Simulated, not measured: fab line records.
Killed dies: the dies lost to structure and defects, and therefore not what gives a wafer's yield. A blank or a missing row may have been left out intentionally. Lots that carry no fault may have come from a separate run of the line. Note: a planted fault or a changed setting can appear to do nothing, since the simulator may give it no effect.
The tool behind it: which one? || flow sky130 || 13 lots with 39 wafers sampled at 5 steps, on a route of 708 steps

## WHAT THE GAUGES READ, wafer by wafer
The record holds no reading of a measuring or inspecting step that can be judged against a usual standard deviation.

## EACH LOT AND THE TOOL THAT RAN IT (in order: tool; ch and the chambers of the sampled wafers; start)
{"lot": "L202", "SKY_CONTACT_CLEAN_21": "wetBench-03 ch 0, day 31 21:31", "SKY_CAP2M_METAL_ETCH_13": "rieMetal-04 ch 0,1, day 40 20:20", "SKY_METAL4_ETCH_17": "rieDiel-04 ch 0,2,3, day 41 20:25", "SKY_METAL5_SPUTTER_04": "pvdSputter-01, day 42 23:01", "SKY_PAD_OPEN_PROBE_99": "-"}
{"lot": "L204", "SKY_CONTACT_CLEAN_21": "wetBench-04 ch 2, day 32 04:10", "SKY_CAP2M_METAL_ETCH_13": "rieMetal-04 ch 0,1, day 41 06:28", "SKY_METAL4_ETCH_17": "rieDiel-04 ch 0,2,3, day 42 07:20", "SKY_METAL5_SPUTTER_04": "pvdSputter-01, day 43 09:32", "SKY_PAD_OPEN_PROBE_99": "-"}
{"lot": "L203", "SKY_CONTACT_CLEAN_21": "wetBench-04 ch 1, day 32 04:57", "SKY_CAP2M_METAL_ETCH_13": "rieMetal-03 ch 0,1, day 41 07:06", "SKY_METAL4_ETCH_17": "rieDiel-03 ch 1,2, day 42 07:41", "SKY_METAL5_SPUTTER_04": "pvdSputter-03, day 43 09:38", "SKY_PAD_OPEN_PROBE_99": "-"}
{"lot": "L205", "SKY_CONTACT_CLEAN_21": "wetBench-03 ch 0, day 32 10:49", "SKY_CAP2M_METAL_ETCH_13": "rieMetal-03 ch 0,1, day 41 12:09", "SKY_METAL4_ETCH_17": "rieDiel-01 ch 1,2, day 42 13:06", "SKY_METAL5_SPUTTER_04": "pvdSputter-01, day 43 14:50", "SKY_PAD_OPEN_PROBE_99": "-"}
{"lot": "L212", "SKY_CONTACT_CLEAN_21": "wetBench-03 ch 0, day 34 18:31", "SKY_CAP2M_METAL_ETCH_13": "rieMetal-03 ch 0,1, day 43 13:37", "SKY_METAL4_ETCH_17": "rieDiel-03 ch 1,3, day 44 12:28", "SKY_METAL5_SPUTTER_04": "pvdSputter-03, day 45 13:29", "SKY_PAD_OPEN_PROBE_99": "prober-02, day 48 04:04"}
{"lot": "L218", "SKY_CONTACT_CLEAN_21": "wetBench-01 ch 0, day 37 07:34", "SKY_CAP2M_METAL_ETCH_13": "rieMetal-04 ch 0,1, day 45 15:34", "SKY_METAL4_ETCH_17": "rieDiel-03 ch 1,2, day 46 13:14", "SKY_METAL5_SPUTTER_04": "pvdSputter-03, day 47 11:57", "SKY_PAD_OPEN_PROBE_99": "prober-02, day 49 22:05"}
{"lot": "L220", "SKY_CONTACT_CLEAN_21": "wetBench-03 ch 1, day 37 13:52", "SKY_CAP2M_METAL_ETCH_13": "rieMetal-01 ch 0,1, day 45 21:40", "SKY_METAL4_ETCH_17": "rieDiel-03 ch 1,3, day 46 19:06", "SKY_METAL5_SPUTTER_04": "pvdSputter-03, day 47 19:46", "SKY_PAD_OPEN_PROBE_99": "-"}
{"lot": "L219", "SKY_CONTACT_CLEAN_21": "wetBench-03 ch 2, day 38 05:51", "SKY_CAP2M_METAL_ETCH_13": "rieMetal-01 ch 0,1, day 46 11:59", "SKY_METAL4_ETCH_17": "rieDiel-04 ch 0,3, day 47 08:04", "SKY_METAL5_SPUTTER_04": "pvdSputter-03, day 48 05:31", "SKY_PAD_OPEN_PROBE_99": "-"}
{"lot": "L222", "SKY_CONTACT_CLEAN_21": "wetBench-01 ch 0, day 38 06:37", "SKY_CAP2M_METAL_ETCH_13": "rieMetal-03 ch 0,1, day 46 12:30", "SKY_METAL4_ETCH_17": "rieDiel-03 ch 0,1, day 47 09:49", "SKY_METAL5_SPUTTER_04": "pvdSputter-03, day 48 07:25", "SKY_PAD_OPEN_PROBE_99": "-"}
{"lot": "L221", "SKY_CONTACT_CLEAN_21": "wetBench-01 ch 2, day 38 07:00", "SKY_CAP2M_METAL_ETCH_13": "rieMetal-03 ch 0,1, day 46 14:25", "SKY_METAL4_ETCH_17": "rieDiel-04 ch 1,2, day 47 11:32", "SKY_METAL5_SPUTTER_04": "pvdSputter-04, day 48 09:43", "SKY_PAD_OPEN_PROBE_99": "-"}
{"lot": "L224", "SKY_CONTACT_CLEAN_21": "wetBench-04 ch 1, day 38 12:37", "SKY_CAP2M_METAL_ETCH_13": "rieMetal-01 ch 0,1, day 46 17:11", "SKY_METAL4_ETCH_17": "rieDiel-04 ch 1,3, day 47 14:05", "SKY_METAL5_SPUTTER_04": "pvdSputter-03, day 48 11:56", "SKY_PAD_OPEN_PROBE_99": "-"}
{"lot": "L223", "SKY_CONTACT_CLEAN_21": "wetBench-03 ch 0, day 38 13:07", "SKY_CAP2M_METAL_ETCH_13": "rieMetal-04 ch 0,1, day 46 18:16", "SKY_METAL4_ETCH_17": "rieDiel-03 ch 0,1,2, day 47 14:46", "SKY_METAL5_SPUTTER_04": "pvdSputter-01, day 48 12:54", "SKY_PAD_OPEN_PROBE_99": "-"}
{"lot": "L225", "SKY_CONTACT_CLEAN_21": "wetBench-01 ch 3, day 38 18:22", "SKY_CAP2M_METAL_ETCH_13": "rieMetal-01 ch 0,1, day 46 20:14", "SKY_METAL4_ETCH_17": "rieDiel-03 ch 0,1,2, day 47 16:41", "SKY_METAL5_SPUTTER_04": "pvdSputter-04, day 48 13:44", "SKY_PAD_OPEN_PROBE_99": "-"}
- SKY_CONTACT_CLEAN_21: cleans in IPA, time 180 s.
- SKY_CAP2M_METAL_ETCH_13: etches TiN in Cl2/BCl3, stops on SiO2, target depth 220 nm, time 62.9 s.
- SKY_METAL4_ETCH_17: etches SiO2 in C4F8/O2/Ar, stops on TiN, time 3.9 s, target depth 15 nm.
- SKY_METAL5_SPUTTER_04: material TiN, target thk 70 nm, time 58.3 s.
- SKY_PAD_OPEN_PROBE_99

## WHAT THE TOOLS THEMSELVES READ (means of the sampled wafers that have a number; where no wafer has one, the mark that the record gives instead)
SKY_CAP2M_METAL_ETCH_13.
{"lot": "L202", "tool": "rieMetal-04", "drypumpMotorCurrentA (A)": 6.0, "oesProductAu (a.u.)": 0.940, "throttleValvePct (%)": 21.909}
{"lot": "L204", "tool": "rieMetal-04", "drypumpMotorCurrentA (A)": 5.9, "oesProductAu (a.u.)": 0.944, "throttleValvePct (%)": 21.898}
{"lot": "L203", "tool": "rieMetal-03", "drypumpMotorCurrentA (A)": 5.0, "oesProductAu (a.u.)": 0.943, "throttleValvePct (%)": 21.908}
{"lot": "L205", "tool": "rieMetal-03", "drypumpMotorCurrentA (A)": 5.3, "oesProductAu (a.u.)": 0.932, "throttleValvePct (%)": 21.900}
{"lot": "L212", "tool": "rieMetal-03", "drypumpMotorCurrentA (A)": 5.0, "oesProductAu (a.u.)": 0.938, "throttleValvePct (%)": 21.913}
{"lot": "L218", "tool": "rieMetal-04", "drypumpMotorCurrentA (A)": 5.9, "oesProductAu (a.u.)": 0.933, "throttleValvePct (%)": 21.903}
{"lot": "L220", "tool": "rieMetal-01", "drypumpMotorCurrentA (A)": 5.5, "oesProductAu (a.u.)": 0.936, "throttleValvePct (%)": 21.909}
{"lot": "L219", "tool": "rieMetal-01", "drypumpMotorCurrentA (A)": 5.5, "oesProductAu (a.u.)": 0.941, "throttleValvePct (%)": 21.893}
{"lot": "L222", "tool": "rieMetal-03", "drypumpMotorCurrentA (A)": 5.0, "oesProductAu (a.u.)": 0.942, "throttleValvePct (%)": 21.908}
{"lot": "L221", "tool": "rieMetal-03", "drypumpMotorCurrentA (A)": 5.0, "oesProductAu (a.u.)": 0.943, "throttleValvePct (%)": 21.901}
{"lot": "L224", "tool": "rieMetal-01", "drypumpMotorCurrentA (A)": 5.5, "oesProductAu (a.u.)": 0.939, "throttleValvePct (%)": 21.895}
{"lot": "L223", "tool": "rieMetal-04", "drypumpMotorCurrentA (A)": 5.9, "oesProductAu (a.u.)": 0.953, "throttleValvePct (%)": 21.891}
{"lot": "L225", "tool": "rieMetal-01", "drypumpMotorCurrentA (A)": 5.7, "oesProductAu (a.u.)": 0.933, "throttleValvePct (%)": 21.907}

SKY_METAL4_ETCH_17.
{"lot": "L202", "tool": "rieDiel-04", "oesProductAu (a.u.)": 0.763}
{"lot": "L204", "tool": "rieDiel-04", "oesProductAu (a.u.)": 0.750}
{"lot": "L203", "tool": "rieDiel-03", "oesProductAu (a.u.)": 0.765}
{"lot": "L205", "tool": "rieDiel-01", "oesProductAu (a.u.)": 0.760}
{"lot": "L212", "tool": "rieDiel-03", "oesProductAu (a.u.)": 0.753}
{"lot": "L218", "tool": "rieDiel-03", "oesProductAu (a.u.)": 0.755}
{"lot": "L220", "tool": "rieDiel-03", "oesProductAu (a.u.)": 0.753}
{"lot": "L219", "tool": "rieDiel-04", "oesProductAu (a.u.)": 0.759}
{"lot": "L222", "tool": "rieDiel-03", "oesProductAu (a.u.)": 0.754}
{"lot": "L221", "tool": "rieDiel-04", "oesProductAu (a.u.)": 0.750}
{"lot": "L224", "tool": "rieDiel-04", "oesProductAu (a.u.)": 0.750}
{"lot": "L223", "tool": "rieDiel-03", "oesProductAu (a.u.)": 0.754}
{"lot": "L225", "tool": "rieDiel-03", "oesProductAu (a.u.)": 0.756}

SKY_METAL5_SPUTTER_04.
{"lot": "L202", "tool": "pvdSputter-01", "throttleValvePct (%)": 29.6}
{"lot": "L204", "tool": "pvdSputter-01", "throttleValvePct (%)": 29.4}
{"lot": "L203", "tool": "pvdSputter-03", "throttleValvePct (%)": 30.7}
{"lot": "L205", "tool": "pvdSputter-01", "throttleValvePct (%)": 29.3}
{"lot": "L212", "tool": "pvdSputter-03", "throttleValvePct (%)": 32.1}
{"lot": "L218", "tool": "pvdSputter-03", "throttleValvePct (%)": 30.1}
{"lot": "L220", "tool": "pvdSputter-03", "throttleValvePct (%)": 31.0}
{"lot": "L219", "tool": "pvdSputter-03", "throttleValvePct (%)": 31.0}
{"lot": "L222", "tool": "pvdSputter-03", "throttleValvePct (%)": 29.7}
{"lot": "L221", "tool": "pvdSputter-04", "throttleValvePct (%)": 29.8}
{"lot": "L224", "tool": "pvdSputter-03", "throttleValvePct (%)": 30.5}
{"lot": "L223", "tool": "pvdSputter-01", "throttleValvePct (%)": 28.7}
{"lot": "L225", "tool": "pvdSputter-04", "throttleValvePct (%)": 29.0}

SKY_PAD_OPEN_PROBE_99.
{"lot": "L212", "tool": "prober-02", "killed_at_M0_to_M3": 42, "killed_at_M4_up": 2.3, "killedAtContacts": 47, "killedAtFrontEnd": 14, "killedAtOther": 0.7, "killedDies": 106, "killedOpen": 45, "killedShort": 36}
{"lot": "L218", "tool": "prober-02", "killed_at_M0_to_M3": 44, "killed_at_M4_up": 2.7, "killedAtContacts": 29, "killedAtFrontEnd": 13, "killedAtOther": 0.7, "killedDies": 90, "killedOpen": 48, "killedShort": 42}

## THE ANSWER, worked out from the rows above alone
Rule: the lots themselves supply what counts as usual. The widest of any qualifying gaps counts: lots, ordered by their means at a reading, are off when they make up no more than a third of the lots, leave a main group of 4 or more, and stand apart from it by 3 or more times the standard deviation of that group's means. If all means in a main group match to the digits the tables above print for the reading, that group is not used. Also off: a lot with no number at a reading for which 4 or more lots have one. Where the step has rows for the other lots, those lots are counted as sound. Order of review: gauges by route order, followed by the tools' own readings, for which a lot's mean as printed above is used. At the first step where some lot is off, the reading lying furthest off is the one used; lots without a number count as furthest.
Nothing can be told from this: no lot is off at any reading shown.

## WHAT THE SIMULATOR HAD PUT IN
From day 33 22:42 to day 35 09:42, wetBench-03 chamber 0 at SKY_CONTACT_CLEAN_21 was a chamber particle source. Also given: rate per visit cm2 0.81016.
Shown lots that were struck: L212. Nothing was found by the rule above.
